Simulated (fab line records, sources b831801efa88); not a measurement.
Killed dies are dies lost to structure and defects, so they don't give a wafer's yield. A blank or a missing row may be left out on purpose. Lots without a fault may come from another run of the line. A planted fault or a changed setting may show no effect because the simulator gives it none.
Which tool did it? | flow gf180mcu | 24 lots, 72 wafers sampled, at 6 steps of a route of 602

WHAT THE GAUGES READ, wafer by wafer
GF_TOP_METAL_CD_MEAS_14: target cd 440 nm. Usual: cd_nm 440.9 nm, standard deviation 2.6.
lot  | measured     | on        | cd_nm (nm)        | flag
L074 | day 28 04:10 | cd_sem-01 | 438.2 437.6 437.7 |
L075 | day 28 10:14 | cd_sem-01 | 438.7 437.8 440.6 |
L076 | day 28 16:40 | cd_sem-02 | 443.9 443.4 441.2 |
L078 | day 29 10:32 | cd_sem-02 | 438.2 439.9 441.5 |
L077 | day 29 13:14 | cd_sem-02 | 439.3 437.6 437.2 |
L079 | day 29 22:05 | cd_sem-02 | 447.6 443.2 445.2 |
L080 | day 30 05:04 | cd_sem-01 | 442.1 442.6 442.5 |
L081 | day 30 12:11 | cd_sem-02 | 444.3 444.3 443.4 |
L082 | day 30 14:22 | cd_sem-01 | 437.4 437.2 439.1 |
L083 | day 30 23:27 | cd_sem-02 | 443.0 444.3 442.9 |
L084 | day 31 08:34 | cd_sem-01 | 442.9 443.7 444.1 |
L085 | day 31 14:58 | cd_sem-02 | 439.7 439.9 439.4 |
L086 | day 31 20:01 | cd_sem-01 | 440.5 440.7 441.1 |
L087 | day 31 23:50 | cd_sem-01 | 440.7 440.5 442.5 |
L088 | day 32 07:56 | cd_sem-02 | 433.6 438.0 436.9 |
L089 | day 32 14:58 | cd_sem-01 | 443.4 439.7 444.5 |
L090 | day 32 18:35 | cd_sem-01 | 438.2 439.0 440.3 |
L091 | day 32 22:26 | cd_sem-02 | 437.9 437.3 436.7 |
L092 | day 33 03:56 | cd_sem-02 | 440.2 441.8 439.2 |
L093 | day 33 11:44 | cd_sem-01 | 439.5 442.1 441.4 |
L094 | day 33 17:13 | cd_sem-01 | 444.0 441.5 442.3 |
L095 | day 33 22:12 | cd_sem-02 | 444.5 441.9 443.9 |
L096 | day 34 01:47 | cd_sem-02 | 442.6 440.3 441.8 |
L097 | day 34 06:02 | cd_sem-02 | 439.3 438.8 439.4 |

WHICH TOOL RAN EACH LOT (tool, then ch and the chambers of the sampled wafers, then the start)
lot  | GF_M3_SPUTTER_00             | GF_M4_STRIP_17                       | GF_V4_SPUTTER_22             | GF_MIM_SPUTTER_07            | GF_TOP_METAL_SPUTTER_04
L074 | pvd_sputter-02, day 20 10:01 | plasma_asher-01 ch 0,1, day 23 12:07 | pvd_sputter-01, day 24 12:20 | pvd_sputter-03, day 24 13:17 | pvd_sputter-01, day 27 08:25
L075 | pvd_sputter-03, day 20 17:34 | plasma_asher-04 ch 0,1, day 23 19:45 | pvd_sputter-01, day 24 19:19 | pvd_sputter-02, day 24 20:16 | pvd_sputter-01, day 27 13:58
L076 | pvd_sputter-02, day 21 02:35 | plasma_asher-04 ch 0, day 24 03:01   | pvd_sputter-02, day 25 02:54 | pvd_sputter-04, day 25 03:51 | pvd_sputter-01, day 27 21:22
L078 | pvd_sputter-04, day 22 01:49 | plasma_asher-01 ch 0,1, day 25 00:01 | pvd_sputter-02, day 25 23:05 | pvd_sputter-02, day 26 00:02 | pvd_sputter-03, day 28 16:16
L077 | pvd_sputter-02, day 22 02:10 | plasma_asher-04 ch 0,1, day 25 01:13 | pvd_sputter-01, day 26 00:41 | pvd_sputter-03, day 26 01:37 | pvd_sputter-04, day 28 18:01
L079 | pvd_sputter-04, day 22 14:34 | plasma_asher-02 ch 0,1, day 25 11:40 | pvd_sputter-02, day 26 10:42 | pvd_sputter-04, day 26 11:39 | pvd_sputter-01, day 29 03:05
L080 | pvd_sputter-04, day 22 23:24 | plasma_asher-01 ch 0,1, day 25 20:27 | pvd_sputter-03, day 26 18:55 | pvd_sputter-03, day 26 19:52 | pvd_sputter-03, day 29 10:34
L081 | pvd_sputter-04, day 23 06:09 | plasma_asher-04 ch 0,1, day 26 03:34 | pvd_sputter-03, day 27 02:44 | pvd_sputter-04, day 27 03:41 | pvd_sputter-04, day 29 17:38
L082 | pvd_sputter-04, day 23 09:54 | plasma_asher-01 ch 0,1, day 26 06:48 | pvd_sputter-02, day 27 05:12 | pvd_sputter-04, day 27 06:09 | pvd_sputter-01, day 29 19:43
L083 | pvd_sputter-02, day 23 22:28 | plasma_asher-02 ch 0,1, day 26 17:22 | pvd_sputter-03, day 27 16:22 | pvd_sputter-03, day 27 17:19 | pvd_sputter-04, day 30 05:21
L084 | pvd_sputter-03, day 24 08:12 | plasma_asher-01 ch 0,1, day 27 03:09 | pvd_sputter-02, day 28 00:56 | pvd_sputter-03, day 28 01:56 | pvd_sputter-04, day 30 14:13
L085 | pvd_sputter-02, day 24 16:08 | plasma_asher-04 ch 0,1, day 27 10:58 | pvd_sputter-02, day 28 08:13 | pvd_sputter-03, day 28 09:16 | pvd_sputter-01, day 30 21:25
L086 | pvd_sputter-02, day 24 23:00 | plasma_asher-02 ch 0,1, day 27 16:06 | pvd_sputter-02, day 28 13:27 | pvd_sputter-04, day 28 14:23 | pvd_sputter-04, day 31 02:52
L087 | pvd_sputter-04, day 25 02:50 | plasma_asher-02 ch 0,1, day 27 20:24 | pvd_sputter-02, day 28 18:13 | pvd_sputter-04, day 28 19:10 | pvd_sputter-01, day 31 06:36
L088 | pvd_sputter-04, day 25 11:31 | plasma_asher-04 ch 0,1, day 28 05:37 | pvd_sputter-03, day 29 03:10 | pvd_sputter-03, day 29 04:07 | pvd_sputter-04, day 31 14:53
L089 | pvd_sputter-04, day 25 22:01 | plasma_asher-02 ch 0,1, day 28 14:21 | pvd_sputter-01, day 29 11:07 | pvd_sputter-04, day 29 12:04 | pvd_sputter-04, day 31 22:14
L090 | pvd_sputter-02, day 26 01:40 | plasma_asher-04 ch 0,1, day 28 18:40 | pvd_sputter-02, day 29 16:22 | pvd_sputter-02, day 29 17:19 | pvd_sputter-01, day 32 02:13
L091 | pvd_sputter-03, day 26 07:37 | plasma_asher-01 ch 0,1, day 28 22:49 | pvd_sputter-03, day 29 20:12 | pvd_sputter-04, day 29 21:08 | pvd_sputter-03, day 32 05:53
L092 | pvd_sputter-04, day 26 14:30 | plasma_asher-04 ch 0,1, day 29 06:19 | pvd_sputter-02, day 30 02:48 | pvd_sputter-02, day 30 03:44 | pvd_sputter-03, day 32 12:04
L093 | pvd_sputter-02, day 27 02:56 | plasma_asher-02 ch 0,1, day 29 15:52 | pvd_sputter-01, day 30 12:18 | pvd_sputter-02, day 30 13:15 | pvd_sputter-01, day 32 20:37
L094 | pvd_sputter-04, day 27 07:11 | plasma_asher-01 ch 0,1, day 29 20:39 | pvd_sputter-01, day 30 17:46 | pvd_sputter-02, day 30 18:42 | pvd_sputter-01, day 33 01:40
L095 | pvd_sputter-03, day 27 13:29 | plasma_asher-04 ch 0,1, day 30 03:12 | pvd_sputter-02, day 30 23:02 | pvd_sputter-02, day 30 23:59 | pvd_sputter-03, day 33 06:32
L096 | pvd_sputter-03, day 27 19:33 | plasma_asher-02 ch 0,1, day 30 07:43 | pvd_sputter-01, day 31 03:58 | pvd_sputter-04, day 31 04:55 | pvd_sputter-01, day 33 10:27
L097 | pvd_sputter-04, day 28 01:29 | plasma_asher-04 ch 0,1, day 30 13:52 | pvd_sputter-03, day 31 09:47 | pvd_sputter-03, day 31 10:43 | pvd_sputter-01, day 33 15:04
- GF_M3_SPUTTER_00: material Ti, target thk 37.5 nm, time 150 s.
- GF_M4_STRIP_17: strips in O2/N2.
- GF_V4_SPUTTER_22: material TiN, target thk 10 nm, time 40 s.
- GF_MIM_SPUTTER_07: material TiN, target thk 60 nm, time 50 s.
- GF_TOP_METAL_SPUTTER_04: material TiN, target thk 25 nm, time 20.8 s.

WHAT THE TOOLS THEMSELVES READ (means of the sampled wafers that have a number; where no wafer has one, the mark that the record gives instead)
GF_M3_SPUTTER_00. Usual: chamber_pressure_pa 2.000 Pa, standard deviation 0.0038; throttle_valve_pct 30.0 %, standard deviation 1.3.
lot  | tool           | chamber_pressure_pa (Pa) | throttle_valve_pct (%) | flag
L074 | pvd_sputter-02 | 1.998                    | 31.1                   |
L075 | pvd_sputter-03 | 2.002                    | 30.0                   |
L076 | pvd_sputter-02 | 1.997                    | 31.3                   |
L078 | pvd_sputter-04 | 2.000                    | 30.4                   |
L077 | pvd_sputter-02 | 1.998                    | 31.0                   |
L079 | pvd_sputter-04 | 1.996                    | 29.7                   |
L080 | pvd_sputter-04 | 2.001                    | 28.4                   |
L081 | pvd_sputter-04 | 1.997                    | 30.3                   |
L082 | pvd_sputter-04 | 1.999                    | 29.6                   |
L083 | pvd_sputter-02 | 1.998                    | 30.5                   |
L084 | pvd_sputter-03 | 2.000                    | 30.2                   |
L085 | pvd_sputter-02 | 2.001                    | 31.1                   |
L086 | pvd_sputter-02 | 2.001                    | 31.1                   |
L087 | pvd_sputter-04 | 2.002                    | 28.3                   |
L088 | pvd_sputter-04 | 2.001                    | 30.2                   |
L089 | pvd_sputter-04 | 1.996                    | 29.1                   |
L090 | pvd_sputter-02 | 1.997                    | 31.2                   |
L091 | pvd_sputter-03 | 2.006                    | 30.4                   |
L092 | pvd_sputter-04 | 2.003                    | 29.7                   |
L093 | pvd_sputter-02 | 1.997                    | 30.7                   |
L094 | pvd_sputter-04 | 2.001                    | 29.2                   |
L095 | pvd_sputter-03 | 1.999                    | 30.5                   |
L096 | pvd_sputter-03 | 1.998                    | 29.9                   |
L097 | pvd_sputter-04 | 2.004                    | 28.5                   |

GF_M4_STRIP_17. Usual: drypump_motor_current_A 5.8 A, standard deviation 0.43; heater_power_w 326 W, standard deviation 40; oes_product_au 0.557 a.u., standard deviation 0.0053; strip_time_to_endpoint_s 7.86 s, standard deviation 0.057.
lot  | tool            | drypump_motor_current_A (A) | heater_power_w (W) | oes_product_au (a.u.) | strip_time_to_endpoint_s (s) | flag
L074 | plasma_asher-01 | 5.9                         | 372                | 0.551                 | 7.78                         |
L075 | plasma_asher-04 | 5.4                         | 331                | 0.553                 | 7.84                         |
L076 | plasma_asher-04 | 6.3                         | 326                | 0.560                 | 7.88                         |
L078 | plasma_asher-01 | 6.0                         | 346                | 0.557                 | 7.85                         |
L077 | plasma_asher-04 | 5.9                         | 325                | 0.556                 | 7.85                         |
L079 | plasma_asher-02 | 5.9                         | 289                | 0.554                 | 7.88                         |
L080 | plasma_asher-01 | 6.0                         | 339                | 0.562                 | 7.89                         |
L081 | plasma_asher-04 | 5.9                         | 326                | 0.555                 | 7.84                         |
L082 | plasma_asher-01 | 5.9                         | 373                | 0.554                 | 7.81                         |
L083 | plasma_asher-02 | 5.9                         | 287                | 0.554                 | 7.83                         |
L084 | plasma_asher-01 | 5.9                         | 344                | 0.552                 | 7.78                         |
L085 | plasma_asher-04 | 5.4                         | 328                | 0.556                 | 7.80                         |
L086 | plasma_asher-02 | 5.7                         | 289                | 0.546                 | 7.76                         |
L087 | plasma_asher-02 | 5.9                         | 284                | 0.552                 | 7.86                         |
L088 | plasma_asher-04 | 5.5                         | 331                | 0.560                 | 7.93                         |
L089 | plasma_asher-02 | 5.7                         | 295                | 0.556                 | 7.82                         |
L090 | plasma_asher-04 | 5.9                         | 330                | 0.553                 | 7.81                         |
L091 | plasma_asher-01 | 6.0                         | 343                | 0.560                 | 7.92                         |
L092 | plasma_asher-04 | 5.9                         | 332                | 0.553                 | 7.84                         |
L093 | plasma_asher-02 | 5.9                         | 276                | 0.561                 | 7.92                         |
L094 | plasma_asher-01 | 5.9                         | 379                | 0.558                 | 7.93                         |
L095 | plasma_asher-04 | 5.9                         | 330                | 0.556                 | 7.82                         |
L096 | plasma_asher-02 | 5.9                         | 285                | 0.560                 | 7.94                         |
L097 | plasma_asher-04 | 5.4                         | 329                | 0.562                 | 7.93                         |

GF_V4_SPUTTER_22. Usual: chamber_pressure_pa 5.000 Pa, standard deviation 0.011; throttle_valve_pct 30.3 %, standard deviation 1.1.
lot  | tool           | chamber_pressure_pa (Pa) | throttle_valve_pct (%) | flag
L074 | pvd_sputter-01 | 5.005                    | 29.7                   |
L075 | pvd_sputter-01 | 4.997                    | 30.1                   |
L076 | pvd_sputter-02 | 4.986                    | 31.0                   |
L078 | pvd_sputter-02 | 4.992                    | 30.4                   |
L077 | pvd_sputter-01 | 5.000                    | 28.6                   |
L079 | pvd_sputter-02 | 4.991                    | 30.4                   |
L080 | pvd_sputter-03 | 5.000                    | 30.2                   |
L081 | pvd_sputter-03 | 4.995                    | 30.7                   |
L082 | pvd_sputter-02 | 4.991                    | 30.3                   |
L083 | pvd_sputter-03 | 5.020                    | 29.9                   |
L084 | pvd_sputter-02 | 5.003                    | 31.7                   |
L085 | pvd_sputter-02 | 5.009                    | 30.6                   |
L086 | pvd_sputter-02 | 5.001                    | 30.8                   |
L087 | pvd_sputter-02 | 4.993                    | 30.6                   |
L088 | pvd_sputter-03 | 5.001                    | 30.2                   |
L089 | pvd_sputter-01 | 4.988                    | 30.1                   |
L090 | pvd_sputter-02 | 5.008                    | 30.4                   |
L091 | pvd_sputter-03 | 5.012                    | 30.7                   |
L092 | pvd_sputter-02 | 4.995                    | 30.6                   |
L093 | pvd_sputter-01 | 4.994                    | 30.0                   |
L094 | pvd_sputter-01 | 5.010                    | 28.8                   |
L095 | pvd_sputter-02 | 4.995                    | 31.1                   |
L096 | pvd_sputter-01 | 5.002                    | 29.5                   |
L097 | pvd_sputter-03 | 5.002                    | 30.6                   |

GF_MIM_SPUTTER_07. Usual: chamber_pressure_pa 0.3999 Pa, standard deviation 0.00071; throttle_valve_pct 30.0 %, standard deviation 1.2.
lot  | tool           | chamber_pressure_pa (Pa) | throttle_valve_pct (%) | flag
L074 | pvd_sputter-03 | 0.4002                   | 30.5                   |
L075 | pvd_sputter-02 | 0.3997                   | 31.0                   |
L076 | pvd_sputter-04 | 0.4002                   | 30.7                   |
L078 | pvd_sputter-02 | 0.4003                   | 30.4                   |
L077 | pvd_sputter-03 | 0.3995                   | 29.8                   |
L079 | pvd_sputter-04 | 0.4003                   | 29.5                   |
L080 | pvd_sputter-03 | 0.3999                   | 30.6                   |
L081 | pvd_sputter-04 | 0.3998                   | 29.4                   |
L082 | pvd_sputter-04 | 0.4006                   | 29.5                   |
L083 | pvd_sputter-03 | 0.3997                   | 30.6                   |
L084 | pvd_sputter-03 | 0.4007                   | 29.4                   |
L085 | pvd_sputter-03 | 0.3995                   | 30.1                   |
L086 | pvd_sputter-04 | 0.4001                   | 29.8                   |
L087 | pvd_sputter-04 | 0.4001                   | 29.5                   |
L088 | pvd_sputter-03 | 0.4005                   | 30.4                   |
L089 | pvd_sputter-04 | 0.3995                   | 29.5                   |
L090 | pvd_sputter-02 | 0.3997                   | 30.5                   |
L091 | pvd_sputter-04 | 0.3996                   | 29.3                   |
L092 | pvd_sputter-02 | 0.3997                   | 29.8                   |
L093 | pvd_sputter-02 | 0.3999                   | 31.1                   |
L094 | pvd_sputter-02 | 0.4005                   | 31.2                   |
L095 | pvd_sputter-02 | 0.3990                   | 30.6                   |
L096 | pvd_sputter-04 | 0.3989                   | 30.3                   |
L097 | pvd_sputter-03 | 0.3998                   | 29.8                   |

GF_TOP_METAL_SPUTTER_04. Usual: chamber_pressure_pa 0.4000 Pa, standard deviation 0.00073; throttle_valve_pct 29.6 %, standard deviation 1.1.
lot  | tool           | chamber_pressure_pa (Pa) | throttle_valve_pct (%) | flag
L074 | pvd_sputter-01 | 0.3994                   | 30.0                   |
L075 | pvd_sputter-01 | 0.4001                   | 29.6                   |
L076 | pvd_sputter-01 | 0.4001                   | 29.4                   |
L078 | pvd_sputter-03 | 0.3991                   | 29.2                   |
L077 | pvd_sputter-04 | 0.3992                   | 30.6                   |
L079 | pvd_sputter-01 | 0.3996                   | 29.1                   |
L080 | pvd_sputter-03 | 0.4005                   | 30.5                   |
L081 | pvd_sputter-04 | 0.4007                   | 28.3                   |
L082 | pvd_sputter-01 | 0.3998                   | 29.9                   |
L083 | pvd_sputter-04 | 0.3991                   | 28.1                   |
L084 | pvd_sputter-04 | 0.3996                   | 29.2                   |
L085 | pvd_sputter-01 | 0.4009                   | 30.5                   |
L086 | pvd_sputter-04 | 0.4004                   | 29.2                   |
L087 | pvd_sputter-01 | 0.3995                   | 28.8                   |
L088 | pvd_sputter-04 | 0.4001                   | 30.2                   |
L089 | pvd_sputter-04 | 0.3997                   | 29.4                   |
L090 | pvd_sputter-01 | 0.3999                   | 29.2                   |
L091 | pvd_sputter-03 | 0.4002                   | 30.0                   |
L092 | pvd_sputter-03 | 0.4006                   | 30.0                   |
L093 | pvd_sputter-01 | 0.3997                   | 29.3                   |
L094 | pvd_sputter-01 | 0.4000                   | 29.7                   |
L095 | pvd_sputter-03 | 0.4005                   | 29.9                   |
L096 | pvd_sputter-01 | 0.4001                   | 30.0                   |
L097 | pvd_sputter-01 | 0.3992                   | 30.0                   |

THE ANSWER, worked out from the rows above alone
Rule: a lot is off if the mean of its wafers that have a number lies more than 3 standard deviations from the usual mean. A lot without any number at a reading at which 4 lots or more have one is off too. The other lots that the step has rows for count as sound. The gauges are gone through in route order, then the tools' own readings, and for those a lot's mean is taken as printed above. The first step at which some lot is off is used, and at that step the reading that is off furthest; a lot without a number counts as furthest.
No lot is off at any reading shown: from this, nothing can be told.

WHAT THE SIMULATOR HAD PUT IN
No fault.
